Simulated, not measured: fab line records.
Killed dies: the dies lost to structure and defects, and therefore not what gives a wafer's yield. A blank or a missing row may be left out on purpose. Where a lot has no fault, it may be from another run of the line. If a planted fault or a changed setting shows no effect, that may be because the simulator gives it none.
2 desks, one fault | flow gf180mcu | numbers are kept per desk, each desk with only its own; the story behind them comes last

== THE TOOL OWNER'S DESK: krfScanner-02 ==
The tool's own readings at GF_CONTACT_EXPOSE_11 (exposes mask Contact, target cd 220 nm): means of the sampled wafers that have a number, for each lot that ran on this tool. Marked OUT: a lot whose mean sits more than 4 standard deviations from the usual mean, which makes it out of limits; the brackets give that distance.
Columns: A = exposureDoseMJCm2 at GF_CONTACT_EXPOSE_11, usual 37.94; B = focusOffsetNm at GF_CONTACT_EXPOSE_11, usual 0.1 nm; C = stageVelMmS at GF_CONTACT_EXPOSE_11, usual 500.01 mm/s
lot  | first seen here | A     | B    | C
L215 | day 15 22:04    | 37.96 | -0.4 | 500.29
L220 | day 17 21:52    | 37.94 | -0.8 | 500.20
L227 | day 20 03:58    | 37.94 | 0.2  | 500.00
L232 | day 21 23:16    | 37.98 | 0.2  | 500.00
L238 | day 23 17:46    | 37.95 | -0.5 | 500.32
This desk's verdict: no lot among the 5 shows anything out of limits.

== FROM THE METROLOGY DESK ==
Lot by lot, what the gauges showed, no matter which tool ran the lot: averages of those sampled wafers that carry a number. Marked OUT: a lot whose mean sits more than 4 standard deviations from the usual mean, which makes it out of limits; the brackets give that distance.
Columns: A = cdNm at GF_SAB_CD_MEAS_09, usual 419.8 nm
lot  | first seen here | A
L215 | day 15 08:32    | 422.0
L216 | day 15 19:08    | 418.5
L219 | day 16 23:40    | 419.1
L220 | day 17 07:50    | 420.2
L222 | day 17 15:50    | 420.4
L223 | day 18 07:51    | 419.0
L225 | day 19 01:05    | 423.2
L226 | day 19 09:30    | 417.6
L227 | day 19 13:37    | 419.0
L230 | day 20 15:53    | 419.1
L231 | day 20 23:16    | 415.3
L232 | day 21 10:07    | 422.2
L237 | day 22 20:46    | 421.6
L238 | day 23 04:23    | 422.8
This desk's verdict: no lot among the 14 shows anything out of limits.

== PUT TOGETHER ==
The desk of the tool owner found nothing out of limits.
Nothing out of limits was seen by the metrology desk.

== WHAT THE SIMULATOR HAD PUT IN ==
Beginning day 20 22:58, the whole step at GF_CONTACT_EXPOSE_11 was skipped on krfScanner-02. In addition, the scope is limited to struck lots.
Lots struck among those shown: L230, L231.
